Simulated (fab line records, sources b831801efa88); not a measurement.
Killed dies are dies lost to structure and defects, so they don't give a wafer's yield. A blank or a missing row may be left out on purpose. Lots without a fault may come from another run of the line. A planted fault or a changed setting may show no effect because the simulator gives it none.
A struck lot beside a sound one | flow sky130 | 35 steps out of a route of 708
Sound: wafers L533.3, L533.5, L533.6. Struck: wafers L526.1, L526.2, L526.3. The cause comes at the end.
At each step with rows: each side's tool, then ch and its chambers, then its first start. Under that, the readings that differ: sound wafers | struck wafers | difference of the means | sigmas: that difference in standard deviations of wafers without a fault.
alike: readings whose means differ by less than 2 such deviations, and words and numbers that are the same on both sides. not compared: withheld readings, readings that some wafer has no value for, bounds like >300 that may hide the same value, and numbers for which the record gives no deviation and whose values overlap.
The two part at a step that has a row with sigmas, a row that says differs or no value, or rows on one side only. Numbers that don't overlap but have no deviation are shown without sigmas and don't part them. A reading that every wafer of one side lacks parts them only if that side has two wafers or more.

first, 10 steps without rows for these wafers: SKY_METAL4_SOFTBAKE_09 (time 90 s); SKY_METAL4_EXPOSE_10 (exposes mask MM4, target cd 300 nm); SKY_METAL4_PEB_11; SKY_METAL4_DEVELOP_12 (develop time 60 s); SKY_METAL4_DESCUM_15 (chemistry O2, time 8 s); SKY_METAL4_ETCH_16 (etches BARC in N2/H2, stops on SiO2, time 88.2 s, target depth 60 nm); SKY_METAL4_ETCH_17 (etches SiO2 in C4F8/O2/Ar, stops on TiN, time 3.9 s, target depth 15 nm); SKY_METAL4_METAL_ETCH_18 (etches the open film in Cl2/BCl3, stops on SiO2, target depth 845 nm, time 175.1 s); SKY_METAL4_STRIP_19 (strips in O2/N2); SKY_METAL4_STRIP_20 (strips in post etch residue remover, time 1200 s).
SKY_METAL4_CLEAN_21: cleans in IPA, time 180 s.
  sound on wet_bench-02 ch 0, day 48 05:15; struck on wet_bench-03 ch 0, day 46 09:16
then, 23 steps without rows for these wafers: SKY_METAL4_CLEAN_22 (cleans in O3/DIW); SKY_VIA4_HDPCVD_00 (deposits SiO2, target thk 1750 nm, time 291.7 s); SKY_VIA4_CMP_02 (polishes SiO2); SKY_VIA4_DEHYDRATE_04 (time 60 s); SKY_VIA4_HMDS_05 (prime time 60 s); SKY_VIA4_COAT_06 (resist thk 1140 nm); SKY_VIA4_SOFTBAKE_07 (time 60 s); SKY_VIA4_EXPOSE_08 (exposes mask VIM4, target cd 800 nm); SKY_VIA4_PEB_09; SKY_VIA4_DEVELOP_10 (develop time 60 s); SKY_VIA4_ETCH_12 (etches SiO2 in C4F8/O2/Ar, stops on TiN, target depth 580 nm); SKY_VIA4_STRIP_13 (strips in O2/N2); SKY_VIA4_STRIP_14 (strips in post etch residue remover, time 1200 s); SKY_VIA4_CLEAN_15 (cleans in IPA, time 180 s); SKY_VIA4_CLEAN_16 (cleans in O3/DIW); SKY_VIA4_SPUTTER_17 (material TiN, target thk 20 nm, time 80 s); SKY_VIA4_CVD_18 (deposits W, target thk 505 nm, time 152.14 s); SKY_VIA4_CMP_21 (polishes, stops on SiO2, t overpolish 25 s, target thk 0 nm); SKY_METAL5_SPUTTER_00 (material Ti, target thk 15 nm, time 10 s); SKY_METAL5_SPUTTER_01 (material TiN, target thk 20 nm, time 16.7 s); SKY_METAL5_SPUTTER_02 (material AlCu, target thk 1150 nm, time 61.2 s); SKY_METAL5_SPUTTER_03 (material Ti, target thk 5 nm, time 3.3 s); SKY_METAL5_SPUTTER_04 (material TiN, target thk 70 nm, time 58.3 s).
-- the record jumps here: 3 days lie between the struck wafers' starts before and after (it left off in module METAL5 and takes up again in module PAD_OPEN, whose first step shown is number 708 of the route) --
SKY_PAD_OPEN_PROBE_99:
  sound on prober-02, day 51 05:55; struck on prober-02, day 49 18:36
  reading                               | sound             | struck                                                                     | difference                   | sigmas
  hold                                  | - - -             | await_dispo/2.6h/release await_dispo/2.6h/release await_dispo/2.6h/release | no value on the sound wafers |
  defect_limited_yield (%)              | 80.1 81.9 82.1    | 75.8 71.7 74.4                                                             | -7.4                         | -4
  killed_at_M4_up                       | 5 1 1             | 56 52 60                                                                   | +54                          | +32
  killed_dies                           | 98 89 88          | 119 139 126                                                                | +36                          | +4
  sort_bin_3_pad_short (%)              | 2.0 0.8 0.8       | 2.0 2.8 2.6                                                                | +1.3                         | +3
  sort_bin_5_function (%)               | 9.6 10.6 11.4     | 17.1 18.1 15.2                                                             | +6.3                         | +4
  sort_n_pass                           | 394 403 404       | 373 353 366                                                                | -36                          | -4
  sort_yield_pct (%)                    | 80.1 81.9 82.1    | 75.8 71.7 74.4                                                             | -7.4                         | -4
  model.etest.tester.sort_n_pass        | 394 403 404       | 373 353 366                                                                | -36                          |
  model.etest.tester.sort_yield_pct (%) | 80.08 81.91 82.11 | 75.81 71.75 74.39                                                          | -7.38                        |
  model.etest.tester.sort_bin_5_pct (%) | 9.553 10.57 11.38 | 17.07 18.09 15.24                                                          | +6.30                        |
  alike: killed_at_M0_to_M3, killed_at_contacts, killed_at_front_end, killed_at_other, killed_open, killed_short, sort_bin_6_memory
  not compared: model.etest.tester.sort_bin_3_pct

WHERE THEY PART
Only at SKY_PAD_OPEN_PROBE_99, within this record.

WHY: what the simulator had put in
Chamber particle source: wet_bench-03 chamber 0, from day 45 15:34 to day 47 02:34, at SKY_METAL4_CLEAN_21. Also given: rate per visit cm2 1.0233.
